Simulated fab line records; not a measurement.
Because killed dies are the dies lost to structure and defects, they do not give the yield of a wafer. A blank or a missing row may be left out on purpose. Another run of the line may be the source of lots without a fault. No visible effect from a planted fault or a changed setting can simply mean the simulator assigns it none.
Chamber matching :: flow sky130 :: SKY_VIA1_ETCH_15 on rie-diel-01 has 4 sister chambers
The step etches SiO2 in C4F8/O2/Ar, stops on TiN, target depth 351 nm, time 54 s. 4 wafers are shown with their chamber, then 12 later ones without.

## WAFERS WITH THEIR CHAMBER
wafer: L091.5
chamber: 0
oes-product-au (a.u.): 0.975

wafer: L094.1
chamber: 3
oes-product-au (a.u.): 0.972

wafer: L094.2
chamber: 1
oes-product-au (a.u.): 0.975

wafer: L094.3
chamber: 2
oes-product-au (a.u.): 0.984

## WAFERS WITHOUT THEIR CHAMBER
wafer: L094.4
oes-product-au (a.u.): 0.963

wafer: L094.5
oes-product-au (a.u.): 0.980

wafer: L094.6
oes-product-au (a.u.): 0.970

wafer: L096.1
oes-product-au (a.u.): 0.977

wafer: L096.2
oes-product-au (a.u.): 0.967

wafer: L096.3
oes-product-au (a.u.): 0.986

wafer: L096.4
oes-product-au (a.u.): 0.973

wafer: L096.5
oes-product-au (a.u.): 0.975

wafer: L096.6
oes-product-au (a.u.): 0.970

wafer: L097.2
oes-product-au (a.u.): 0.976

wafer: L097.5
oes-product-au (a.u.): 0.965

wafer: L097.6
oes-product-au (a.u.): 0.976

## CHAMBER TAKEN BY EACH
wafer: L094.4
from the rows above: can't be placed: 3 or 0 or 1
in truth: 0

wafer: L094.5
from the rows above: can't be placed: 2 or 0 or 1 or 3
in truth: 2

wafer: L094.6
from the rows above: can't be placed: 3 or 0 or 1
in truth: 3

wafer: L096.1
from the rows above: can't be placed: 0 or 1 or 3 or 2
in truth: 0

wafer: L096.2
from the rows above: can't be placed: 3 or 0 or 1
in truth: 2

wafer: L096.3
from the rows above: 2
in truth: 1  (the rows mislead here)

wafer: L096.4
from the rows above: can't be placed: 3 or 0 or 1
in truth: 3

wafer: L096.5
from the rows above: can't be placed: 0 or 1 or 3
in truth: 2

wafer: L096.6
from the rows above: can't be placed: 3 or 0 or 1
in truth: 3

wafer: L097.2
from the rows above: can't be placed: 0 or 1 or 3 or 2
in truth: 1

wafer: L097.5
from the rows above: can't be placed: 3 or 0 or 1
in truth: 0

wafer: L097.6
from the rows above: can't be placed: 0 or 1 or 3 or 2
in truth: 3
Placed correctly: 0 of 12. Not placeable from these rows: 11 (in 9, the candidates include the true chamber). Wrongly placed: 1.
How it was worked out, from the rows above alone: a wafer's distance from a chamber is the root of the sum, over the readings, of the square of ((its reading less the chamber's mean) divided by the reading's scatter). The wafer belongs to the nearest chamber; if the next one is less than 2 further off, it can't be placed. For every chamber, the mean is computed from those of its wafers that are shown. The scatter: root of mean squared gap, hidden wafer to nearest shown wafer, with one shown wafer a chamber.
